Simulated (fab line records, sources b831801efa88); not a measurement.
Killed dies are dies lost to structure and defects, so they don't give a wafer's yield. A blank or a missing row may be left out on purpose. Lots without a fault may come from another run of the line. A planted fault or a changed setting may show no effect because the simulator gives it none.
Chamber matching | flow sky130 | SKY_CONTACT_ETCH_17 on rie_diel-02: 4 sister chambers
The step etches SiO2 in C4F8/O2/Ar, stops on Si3N4, target depth 340 nm. 27 wafers are shown with their chamber, then 12 later ones without.

WAFERS WITH THEIR CHAMBER
wafer  | chamber | oes_product_au (a.u.)
L074.1 | 1       | 0.887
L074.3 | 2       | 0.899
L074.4 | 0       | 0.893
L080.3 | 3       | 0.894
L080.4 | 1       | 0.890
L080.6 | 1       | 0.889
L081.3 | 0       | 0.898
L081.4 | 3       | 0.886
L081.5 | 2       | 0.885
L084.2 | 2       | 0.893
L084.3 | 0       | 0.895
L084.5 | 2       | 0.887
L089.2 | 3       | 0.889
L089.3 | 2       | 0.892
L089.4 | 2       | 0.879
L090.1 | 2       | 0.886
L090.2 | 1       | 0.888
L090.6 | 1       | 0.889
L091.1 | 2       | 0.895
L091.2 | 3       | 0.890
L091.3 | 1       | 0.893
L091.4 | 2       | 0.889
L091.5 | 3       | 0.896
L091.6 | 1       | 0.880
L092.1 | 0       | 0.889
L092.4 | 3       | 0.884
L092.6 | 3       | 0.887

SIGNATURES (means of the wafers above)
reading        | chamber 0 | chamber 1 | chamber 2 | chamber 3 | scatter within a chamber
oes_product_au | 0.89375   | 0.88800   | 0.88944   | 0.88943   | 0.00484
Rule: a wafer's distance from a chamber is the root of the sum, over the readings, of the square of ((its reading less the chamber's mean) divided by the reading's scatter). The wafer belongs to the nearest chamber; if the next one is less than 2 further off, it can't be placed. The scatter: the root of (the sum of the squares of (reading less its chamber's mean) over the shown wafers, divided by (wafers less chambers)).

WAFERS WITHOUT THEIR CHAMBER
wafer  | oes_product_au (a.u.)
L093.1 | 0.887
L093.2 | 0.893
L093.3 | 0.891
L093.4 | 0.888
L093.5 | 0.885
L093.6 | 0.901
L094.2 | 0.894
L094.3 | 0.894
L094.6 | 0.887
L095.4 | 0.893
L095.5 | 0.892
L095.6 | 0.891

WHICH CHAMBER EACH WENT THROUGH
wafer  | from the rows above               | in truth
L093.1 | can't be placed: 1 or 3 or 2 or 0 | 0
L093.2 | can't be placed: 0 or 2 or 3 or 1 | 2
L093.3 | can't be placed: 2 or 3 or 0 or 1 | 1
L093.4 | can't be placed: 1 or 3 or 2 or 0 | 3
L093.5 | can't be placed: 1 or 3 or 2 or 0 | 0
L093.6 | can't be placed: 0 or 2 or 3 or 1 | 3
L094.2 | can't be placed: 0 or 2 or 3 or 1 | 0
L094.3 | can't be placed: 0 or 2 or 3 or 1 | 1
L094.6 | can't be placed: 1 or 3 or 2 or 0 | 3
L095.4 | can't be placed: 0 or 2 or 3 or 1 | 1
L095.5 | can't be placed: 0 or 2 or 3 or 1 | 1
L095.6 | can't be placed: 2 or 3 or 0 or 1 | 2
Placed correctly: 0 of 12. Can't be placed from these rows: 12 (the true chamber is among the candidates in 12). Placed wrongly: 0.
